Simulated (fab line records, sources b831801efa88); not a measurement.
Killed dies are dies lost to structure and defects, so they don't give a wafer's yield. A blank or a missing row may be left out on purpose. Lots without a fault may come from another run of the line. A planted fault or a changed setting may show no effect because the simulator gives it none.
Which tool did it? | flow gf180mcu | 24 lots, 72 wafers sampled, at 6 steps of a route of 602

WHAT THE GAUGES READ, wafer by wafer
GF_V3_BOW_MEAS_05. Usual: V3_BOW 121 um, standard deviation 8.6.
lot  | measured     | on            | V3_BOW (um) | flag
L074 | day 23 12:18 | film_metro-02 | 127 124 132 |
L075 | day 24 01:56 | film_metro-01 | 121 120 115 |
L076 | day 24 08:05 | film_metro-03 | 122 124 126 |
L077 | day 24 16:22 | film_metro-01 | 124 113 119 |
L078 | day 24 20:30 | film_metro-03 | 118 123 123 |
L079 | day 25 08:18 | film_metro-01 | 126 115 120 |
L080 | day 25 13:45 | film_metro-03 | 128 136 124 |
L081 | day 25 19:06 | film_metro-02 | 132 127 116 |
L082 | day 26 11:08 | film_metro-03 | 132 138 121 |
L083 | day 26 14:59 | film_metro-03 | 125 120 117 |
L084 | day 26 23:39 | film_metro-02 | 133 124 136 |
L085 | day 27 06:22 | film_metro-02 | 108 115 106 |
L086 | day 27 10:56 | film_metro-03 | 125 123 125 |
L087 | day 27 17:26 | film_metro-02 | 101 118 97  |
L088 | day 28 03:35 | film_metro-01 | 115 127 127 |
L089 | day 28 07:56 | film_metro-02 | 129 117 121 |
L090 | day 28 13:20 | film_metro-02 | 136 140 141 |
L091 | day 28 23:48 | film_metro-01 | 118 120 118 |
L092 | day 29 03:20 | film_metro-02 | 121 104 121 |
L093 | day 29 09:00 | film_metro-01 | 113 135 117 |
L094 | day 29 13:16 | film_metro-01 | 109 118 121 |
L095 | day 29 21:49 | film_metro-01 | 111 118 102 |
L096 | day 30 06:26 | film_metro-03 | 114 115 120 |
L097 | day 30 10:31 | film_metro-03 | 115 123 117 |

GF_V3_THK_MEAS_25: measures by xrf. Usual: V3_W_THK 350 nm, standard deviation 5.6.
lot  | measured     | on            | V3_W_THK (nm) | flag
L074 | day 24 13:52 | film_metro-01 | 350 351 354   |
L075 | day 25 01:58 | film_metro-02 | 352 346 345   |
L076 | day 25 07:48 | film_metro-03 | 347 352 346   |
L077 | day 25 16:37 | film_metro-03 | 346 344 339   |
L078 | day 25 20:29 | film_metro-01 | 361 362 353   |
L079 | day 26 08:11 | film_metro-01 | 345 352 353   |
L080 | day 26 12:42 | film_metro-03 | 345 350 340   |
L081 | day 26 18:44 | film_metro-03 | 345 348 348   |
L082 | day 27 10:15 | film_metro-01 | 346 357 352   |
L083 | day 27 13:52 | film_metro-01 | 348 349 355   |
L084 | day 27 22:26 | film_metro-01 | 354 356 359   |
L085 | day 28 05:23 | film_metro-02 | 352 353 348   |
L086 | day 28 08:59 | film_metro-01 | 363 359 354   |
L087 | day 28 15:37 | film_metro-01 | 349 350 357   |
L088 | day 29 01:45 | film_metro-01 | 343 352 346   |
L089 | day 29 05:43 | film_metro-02 | 357 354 350   |
L090 | day 29 11:25 | film_metro-02 | 341 348 354   |
L091 | day 29 21:28 | film_metro-03 | 340 348 343   |
L092 | day 30 00:44 | film_metro-01 | 354 346 350   |
L093 | day 30 06:53 | film_metro-01 | 355 355 349   |
L094 | day 30 10:38 | film_metro-02 | 345 338 346   |
L095 | day 30 19:17 | film_metro-01 | 344 351 344   |
L096 | day 31 03:38 | film_metro-02 | 359 361 349   |
L097 | day 31 06:58 | film_metro-01 | 356 346 352   |

GF_V5_THK_MEAS_01. Usual: V5_CVD_00_THK 300.9 nm, standard deviation 2.7.
lot  | measured     | on            | V5_CVD_00_THK (nm) | flag
L074 | day 28 10:40 | film_metro-02 | 299.7 303.0 304.5  |
L075 | day 28 22:23 | film_metro-02 | 303.0 303.8 299.6  |
L076 | day 29 03:35 | film_metro-01 | 295.9 301.5 297.2  |
L077 | day 29 11:55 | film_metro-03 | 297.4 301.6 302.9  |
L078 | day 29 15:48 | film_metro-03 | 304.4 302.6 302.7  |
L079 | day 30 02:22 | film_metro-02 | 301.4 298.9 296.8  |
L080 | day 30 06:16 | film_metro-01 | 304.9 301.8 303.0  |
L081 | day 30 12:35 | film_metro-03 | 304.8 303.0 303.3  |
L082 | day 30 23:56 | film_metro-02 | 300.3 297.4 303.3  |
L083 | day 31 04:46 | film_metro-03 | 294.3 305.4 302.9  |
L084 | day 31 12:24 | film_metro-02 | 304.2 299.1 303.9  |
L085 | day 31 19:36 | film_metro-02 | 296.1 308.1 298.5  |
L086 | day 31 22:31 | film_metro-03 | 299.6 298.1 301.5  |
L087 | day 32 04:08 | film_metro-02 | 297.5 299.7 303.9  |
L088 | day 32 13:18 | film_metro-01 | 300.6 299.6 299.6  |
L089 | day 32 16:26 | film_metro-03 | 298.5 294.4 300.0  |
L090 | day 32 22:06 | film_metro-01 | 303.9 302.3 298.5  |
L091 | day 33 05:30 | film_metro-01 | 297.4 299.2 295.7  |
L092 | day 33 08:04 | film_metro-01 | 301.7 298.7 303.5  |
L093 | day 33 14:40 | film_metro-01 | 301.2 297.8 303.3  |
L094 | day 33 18:23 | film_metro-03 | 300.0 299.9 298.2  |
L095 | day 34 01:46 | film_metro-01 | 301.6 300.3 300.9  |
L096 | day 34 08:18 | film_metro-01 | 301.4 297.1 301.3  |
L097 | day 34 10:46 | film_metro-01 | 300.1 302.1 301.7  |

WHICH TOOL RAN EACH LOT (tool, then ch and the chambers of the sampled wafers, then the start)
lot  | GF_V3_SPUTTER_21             | GF_V4_ETCH_17                                 | GF_MIM_SPUTTER_00
L074 | pvd_sputter-02, day 24 13:31 | rie_diel-03 ch 1,2, day 26 14:10 or earlier   | pvd_sputter-04, day 26 14:10
L075 | pvd_sputter-02, day 25 01:37 | rie_diel-03 ch 0,2,3, day 27 01:34 or earlier | pvd_sputter-03, day 27 01:34
L076 | pvd_sputter-02, day 25 07:28 | rie_diel-02 ch 0,3, day 27 07:55 or earlier   | pvd_sputter-04, day 27 07:55
L077 | pvd_sputter-02, day 25 16:17 | rie_diel-01 ch 1,3, day 27 16:25 or earlier   | pvd_sputter-01, day 27 16:25
L078 | pvd_sputter-02, day 25 20:09 | rie_diel-01 ch 1,2,3, day 27 20:40 or earlier | pvd_sputter-01, day 27 20:40
L079 | pvd_sputter-02, day 26 07:51 | rie_diel-01 ch 1,3, day 28 07:20 or earlier   | pvd_sputter-04, day 28 07:20
L080 | pvd_sputter-01, day 26 12:22 | rie_diel-02 ch 1,2,3, day 28 11:15 or earlier | pvd_sputter-04, day 28 11:15
L081 | pvd_sputter-01, day 26 18:17 | rie_diel-03 ch 0,1,2, day 28 18:17 or earlier | pvd_sputter-04, day 28 18:17
L082 | pvd_sputter-02, day 27 09:55 | rie_diel-03 ch 1,2, day 29 06:44 or earlier   | pvd_sputter-04, day 29 06:44
L083 | pvd_sputter-01, day 27 13:32 | rie_diel-03 ch 2,3, day 29 11:26 or earlier   | pvd_sputter-01, day 29 11:26
L084 | pvd_sputter-01, day 27 22:06 | rie_diel-01 ch 1,3, day 29 19:19 or earlier   | pvd_sputter-04, day 29 19:19
L085 | pvd_sputter-02, day 28 05:03 | rie_diel-01 ch 0,3, day 30 03:07 or earlier   | pvd_sputter-01, day 30 03:07
L086 | pvd_sputter-04, day 28 08:39 | rie_diel-01 ch 0,1,2, day 30 05:35 or earlier | pvd_sputter-03, day 30 05:35
L087 | pvd_sputter-02, day 28 15:17 | rie_diel-01 ch 0,1,3, day 30 11:43 or earlier | pvd_sputter-01, day 30 11:43
L088 | pvd_sputter-02, day 29 01:25 | rie_diel-02 ch 2,3, day 30 22:07 or earlier   | pvd_sputter-04, day 30 22:07
L089 | pvd_sputter-01, day 29 05:22 | rie_diel-01 ch 0,2, day 31 00:58 or earlier   | pvd_sputter-04, day 31 00:58
L090 | pvd_sputter-04, day 29 11:04 | rie_diel-01 ch 1,2,3, day 31 06:58 or earlier | pvd_sputter-03, day 31 06:58
L091 | pvd_sputter-01, day 29 21:08 | rie_diel-01 ch 0,2,3, day 31 15:43 or earlier | pvd_sputter-04, day 31 15:43
L092 | pvd_sputter-04, day 30 00:23 | rie_diel-01 ch 0,1,3, day 31 18:46 or earlier | pvd_sputter-04, day 31 18:46
L093 | pvd_sputter-02, day 30 06:34 | rie_diel-01 ch 1,2,3, day 32 01:24 or earlier | pvd_sputter-01, day 32 01:24
L094 | pvd_sputter-01, day 30 10:17 | rie_diel-01 ch 0,2,3, day 32 04:41 or earlier | pvd_sputter-04, day 32 04:41
L095 | pvd_sputter-01, day 30 18:57 | rie_diel-03 ch 0,1, day 32 12:34 or earlier   | pvd_sputter-01, day 32 12:34
L096 | pvd_sputter-02, day 31 03:19 | rie_diel-03 ch 0,1, day 32 20:01 or earlier   | pvd_sputter-03, day 32 20:01
L097 | pvd_sputter-04, day 31 06:37 | rie_diel-03 ch 1,3, day 32 23:31 or earlier   | pvd_sputter-04, day 32 23:31
- GF_V3_SPUTTER_21: material Ti, target thk 15 nm, time 80.02 s.
- GF_V4_ETCH_17: etches SiO2 in C4F8/O2/Ar, stops on TiN, target depth 630 nm.
- GF_MIM_SPUTTER_00: material Ti, target thk 37.5 nm, time 150 s.

WHAT THE TOOLS THEMSELVES READ (means of the sampled wafers that have a number; where no wafer has one, the mark that the record gives instead)
GF_V3_SPUTTER_21. Usual: cathode_dc_power_W 2500.0 W, standard deviation 0.53; throttle_valve_pct 30.0 %, standard deviation 1.3.
lot  | tool           | cathode_dc_power_W (W) | throttle_valve_pct (%) | flag
L074 | pvd_sputter-02 | 2500.1                 | 30.4                   |
L075 | pvd_sputter-02 | 2500.3                 | 30.6                   |
L076 | pvd_sputter-02 | 2500.2                 | 31.0                   |
L077 | pvd_sputter-02 | 2500.1                 | 30.3                   |
L078 | pvd_sputter-02 | 2499.6                 | 31.0                   |
L079 | pvd_sputter-02 | 2499.7                 | 30.8                   |
L080 | pvd_sputter-01 | 2500.3                 | 29.1                   |
L081 | pvd_sputter-01 | 2499.6                 | 28.9                   |
L082 | pvd_sputter-02 | 2499.8                 | 30.8                   |
L083 | pvd_sputter-01 | 2500.1                 | 29.5                   |
L084 | pvd_sputter-01 | 2500.1                 | 29.3                   |
L085 | pvd_sputter-02 | 2500.0                 | 30.8                   |
L086 | pvd_sputter-04 | 2500.0                 | 30.2                   |
L087 | pvd_sputter-02 | 2500.2                 | 30.1                   |
L088 | pvd_sputter-02 | 2499.9                 | 29.7                   |
L089 | pvd_sputter-01 | 2499.8                 | 28.9                   |
L090 | pvd_sputter-04 | 2499.8                 | 30.6                   |
L091 | pvd_sputter-01 | 2499.8                 | 29.5                   |
L092 | pvd_sputter-04 | 2500.2                 | 30.3                   |
L093 | pvd_sputter-02 | 2499.8                 | 29.6                   |
L094 | pvd_sputter-01 | 2499.7                 | 28.9                   |
L095 | pvd_sputter-01 | 2499.9                 | 29.3                   |
L096 | pvd_sputter-02 | 2499.6                 | 30.2                   |
L097 | pvd_sputter-04 | 2499.8                 | 30.2                   |

GF_V4_ETCH_17. Usual: oes_product_au 0.857 a.u., standard deviation 0.0047.
lot  | tool        | oes_product_au (a.u.) | flag
L074 | rie_diel-03 | 0.853                 |
L075 | rie_diel-03 | 0.858                 |
L076 | rie_diel-02 | 0.857                 |
L077 | rie_diel-01 | 0.858                 |
L078 | rie_diel-01 | 0.854                 |
L079 | rie_diel-01 | 0.850                 |
L080 | rie_diel-02 | 0.856                 |
L081 | rie_diel-03 | 0.852                 |
L082 | rie_diel-03 | 0.855                 |
L083 | rie_diel-03 | 0.854                 |
L084 | rie_diel-01 | 0.861                 |
L085 | rie_diel-01 | 0.855                 |
L086 | rie_diel-01 | 0.855                 |
L087 | rie_diel-01 | 0.860                 |
L088 | rie_diel-02 | 0.854                 |
L089 | rie_diel-01 | 0.854                 |
L090 | rie_diel-01 | 0.860                 |
L091 | rie_diel-01 | 0.851                 |
L092 | rie_diel-01 | 0.855                 |
L093 | rie_diel-01 | 0.855                 |
L094 | rie_diel-01 | 0.854                 |
L095 | rie_diel-03 | 0.860                 |
L096 | rie_diel-03 | 0.857                 |
L097 | rie_diel-03 | 0.861                 |

GF_MIM_SPUTTER_00. Usual: cathode_dc_power_W 4000.0 W, standard deviation 0.66; throttle_valve_pct 30.0 %, standard deviation 0.75.
lot  | tool           | cathode_dc_power_W (W) | throttle_valve_pct (%) | flag
L074 | pvd_sputter-04 | 3999.8                 | 30.6                   |
L075 | pvd_sputter-03 | 3999.8                 | 30.0                   |
L076 | pvd_sputter-04 | 4000.4                 | 29.9                   |
L077 | pvd_sputter-01 | 4000.2                 | 30.0                   |
L078 | pvd_sputter-01 | 3999.8                 | 29.1                   |
L079 | pvd_sputter-04 | 4000.0                 | 30.0                   |
L080 | pvd_sputter-04 | 4000.7                 | 30.3                   |
L081 | pvd_sputter-04 | 4000.1                 | 30.3                   |
L082 | pvd_sputter-04 | 3999.8                 | 30.0                   |
L083 | pvd_sputter-01 | 4000.1                 | 29.2                   |
L084 | pvd_sputter-04 | 4000.1                 | 30.1                   |
L085 | pvd_sputter-01 | 4000.8                 | 28.9                   |
L086 | pvd_sputter-03 | 3999.4                 | 30.0                   |
L087 | pvd_sputter-01 | 4000.5                 | 29.4                   |
L088 | pvd_sputter-04 | 3999.5                 | 29.9                   |
L089 | pvd_sputter-04 | 4000.0                 | 30.2                   |
L090 | pvd_sputter-03 | 3999.8                 | 30.6                   |
L091 | pvd_sputter-04 | 4000.0                 | 30.3                   |
L092 | pvd_sputter-04 | 4000.0                 | 30.1                   |
L093 | pvd_sputter-01 | 4000.0                 | 29.5                   |
L094 | pvd_sputter-04 | 3999.8                 | 30.6                   |
L095 | pvd_sputter-01 | 3999.4                 | 29.5                   |
L096 | pvd_sputter-03 | 4000.0                 | 30.7                   |
L097 | pvd_sputter-04 | 3999.5                 | 30.7                   |

THE ANSWER, worked out from the rows above alone
Rule: a lot is off if the mean of its wafers that have a number lies more than 3 standard deviations from the usual mean. A lot without any number at a reading at which 4 lots or more have one is off too. The other lots that the step has rows for count as sound. The gauges are gone through in route order, then the tools' own readings, and for those a lot's mean is taken as printed above. The first step at which some lot is off is used, and at that step the reading that is off furthest; a lot without a number counts as furthest.
No lot is off at any reading shown: from this, nothing can be told.

WHAT THE SIMULATOR HAD PUT IN
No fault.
